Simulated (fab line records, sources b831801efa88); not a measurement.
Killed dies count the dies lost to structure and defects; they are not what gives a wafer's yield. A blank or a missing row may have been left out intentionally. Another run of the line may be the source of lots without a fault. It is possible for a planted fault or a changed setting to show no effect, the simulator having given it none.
The same fault as seen by 2 desks    flow sky130    only its own numbers are on each desk; what lay behind them is given at the end

## AT THE METROLOGY DESK
Means of the sampled wafers that have a number, per lot and without regard to the tool the lot ran on: this is what the gauges read. A lot is out of limits, marked OUT, if its mean lies more than 4 standard deviations from the usual mean; the brackets give that distance.
Columns: A = VIA1_HDPCVD_THK at SKY_VIA1_THK_MEAS_01, usual 1022 nm
lot   first seen here  A
L552  day 32 10:46     1024
L555  day 33 10:01     1017
L556  day 33 21:56     1018
L557  day 34 17:45     1030
L558  day 35 00:07     1020
L560  day 35 18:28     1008
L561  day 35 23:17     1018
L565  day 37 10:11     1031
L564  day 37 10:22     1033
L571  day 38 19:08     1038
L573  day 39 08:33     1010
L574  day 39 12:01     1022
This desk's finding: nothing out of limits on any of the 12 lots.

## DESK OF THE TOOL OWNER: plasma asher-01
The tool's own readings at SKY_GATE_OXIDE_STRIP_13 (strips in O2/N2): means of the sampled wafers that have a number, for each lot that ran on this tool. A lot is out of limits, marked OUT, if its mean lies more than 4 standard deviations from the usual mean; the brackets give that distance.
Columns: A = drypump motor current A at SKY_GATE_OXIDE_STRIP_13, usual 5.96 A; B = oes product au at SKY_GATE_OXIDE_STRIP_13, usual 0.715 a.u.; C = strip time to endpoint s at SKY_GATE_OXIDE_STRIP_13, usual 14.19 s
lot   first seen here  A     B                C
L552  day 13 12:43     6.15  0.719            14.21
L556  day 15 02:29     6.12  0.714            14.13
L557  day 15 21:40     6.13  0.718            14.15
L564  day 18 20:12     6.11  0.720            14.20
L565  day 18 23:31     6.12  0.715            14.19
L566  day 19 08:05     6.13  0.938 (+52) OUT  -
This desk finds L566 out of limits, L566 being first, at day 19 08:05 (oes product au at SKY_GATE_OXIDE_STRIP_13). L552, L556, L557, L564, L565 stayed within limits.

## PUT TOGETHER
An alarm could have come from the tool owner's desk at day 19 08:05, on L566.
The metrology desk saw nothing out of limits.
The metrology desk has no number on record for L566.
Every lot named ran SKY_GATE_OXIDE_STRIP_13 on plasma asher-01.

## WHAT WAS PUT IN BY THE SIMULATOR
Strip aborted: plasma asher-01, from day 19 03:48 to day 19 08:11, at SKY_GATE_OXIDE_STRIP_13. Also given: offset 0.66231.
Lots struck among those shown: L566.
How many hours passed from the start of the fault until each desk's first out-of-limits reading: the tool owner's desk, 4.
